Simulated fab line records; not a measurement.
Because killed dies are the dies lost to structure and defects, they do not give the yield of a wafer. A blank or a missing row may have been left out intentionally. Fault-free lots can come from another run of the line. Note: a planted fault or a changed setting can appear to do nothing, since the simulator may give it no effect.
Split-lot study    flow sky130    route with 708 steps; 5 lots, 23 wafers read

== ON THE SPLIT ==
At SKY_GATE_OXIDE_COAT_05 (resist thk 1140 nm), the setting resist-thk-nm was moved away from the recipe's 1140 nm on 5 of the 23 wafers read, by +2.5% to +5.5%. All remaining wafers had this setting at the recipe value.

The reading comes from the split's own step.

== THE READING ==
NOVOLAK_of_GATE_OXIDE_COAT_05.thk-nm (the simulator's own value, which no gauge read), in nm, at SKY_GATE_OXIDE_COAT_05 (resist thk 1140 nm). No usual value for it is given in the file. Average 1141 nm, standard deviation 4.6 nm, over the 18 wafers here run with the recipe.

wafer   tool, chamber at the split  resist-thk-nm as run, nm  against the recipe  NOVOLAK_of_GATE_OXIDE_COAT_05.thk-nm, nm  against lot-mates on the recipe
L075.1  litho-track-03, 0           1140                      recipe              1134                                      -
L075.2  litho-track-03, 0           1203                      +5.5%               1200                                      +65
L075.3  litho-track-03, 0           1140                      recipe              1135                                      -
L075.4  litho-track-03, 0           1140                      recipe              1136                                      -
L075.6  litho-track-03, 0           1203                      +5.5%               1202                                      +67
L077.2  litho-track-03, 0           1140                      recipe              1136                                      -
L077.3  litho-track-03, 0           1140                      recipe              1132                                      -
L077.5  litho-track-03, 0           1140                      recipe              1137                                      -
L079.1  litho-track-03, 0           1140                      recipe              1144                                      -
L079.6  litho-track-03, 0           1140                      recipe              1144                                      -
L079.2  litho-track-03, 0           1140                      recipe              1143                                      -
L079.4  litho-track-03, 0           1140                      recipe              1142                                      -
L079.5  litho-track-03, 0           1140                      recipe              1139                                      -
L081.1  litho-track-02, 0           1140                      recipe              1148                                      -
L081.2  litho-track-02, 0           1140                      recipe              1145                                      -
L081.6  litho-track-02, 0           1140                      recipe              1145                                      -
L081.3  litho-track-02, 0           1140                      recipe              1146                                      -
L081.4  litho-track-02, 0           1140                      recipe              1144                                      -
L085.1  litho-track-02, 0           1140                      recipe              1142                                      -
L085.2  litho-track-02, 0           1169                      +2.5%               1171                                      +30
L085.4  litho-track-02, 0           1169                      +2.5%               1172                                      +31
L085.5  litho-track-02, 0           1140                      recipe              1140                                      -
L085.6  litho-track-02, 0           1169                      +2.5%               1170                                      +29

FIT RESULTS
A straight line over all 23 wafers: NOVOLAK_of_GATE_OXIDE_COAT_05.thk-nm changes by +11.1 nm for each +1% of resist-thk-nm; r = +0.98; the points scatter about the line by 4.3 nm.
The same after taking each lot's own level away (the mean of its wafers on the recipe; 23 wafers): +11.9 nm for each +1%; r = +1.00; scatter 1.5 nm.
That fit puts the effect of the largest move of resist-thk-nm on the reading at 66 nm.
Measured against the standard deviation above, the lots' own levels, which go from 1135.0 to 1145.6 nm, span 2.3 times it.
Consequently the slope shifts little with the lot-to-lot level, the two slopes agreeing.
Check: for one of the wafers moved furthest among these (+5.5%), held out of the fit, the line's prediction against its lot-mates is +66.3 nm. It came out at +65 nm against them.

== OTHER SPLITS APPLIED TO THESE WAFERS ==
Other splits were also applied to these wafers ahead of the reading. Each is held against what the fit with the lots' levels taken away leaves over:
other split on the same wafers          wafers away from the commonest value  r with NOVOLAK_of_GATE_OXIDE_COAT_05.thk-nm (lot level and that fit taken away)
SKY_VT_ADJUST_NCORE_EXPOSE_04 dose-mj   5                                     +0.20
SKY_VT_ADJUST_HVTR_COAT_02 spin-rpm     8                                     -0.13
SKY_VT_ADJUST_HVTR_IMPLANT_09 dose-cm2  7                                     +0.19
SKY_SONOS_TUNNEL_DEVELOP_06 dev-temp-c  10                                    +0.13
SKY_SONOS_TUNNEL_IMPLANT_09 energy-kev  8                                     +0.09
SKY_SONOS_ONO_SOFTBAKE_09 temp-c        7                                     +0.10

== THE WHOLE CHAIN: every reading that the file lists as answering this split, in the file's order ==
step                     what it does        reading                                                                                change (the file's fit)               r (the file's)
SKY_GATE_OXIDE_COAT_05   resist thk 1140 nm  NOVOLAK_of_GATE_OXIDE_COAT_05.thk-nm (the simulator's own value, which no gauge read)  +11.8 nm for each +1% of the setting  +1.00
SKY_GATE_OXIDE_STRIP_13  strips in O2/N2     strip-time-to-endpoint-s                                                               withheld for each +1% of the setting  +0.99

== THE FILE'S OWN FIT ==
NOVOLAK_of_GATE_OXIDE_COAT_05.thk-nm changes by +11.8 nm for each +1% of resist-thk-nm, r = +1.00.
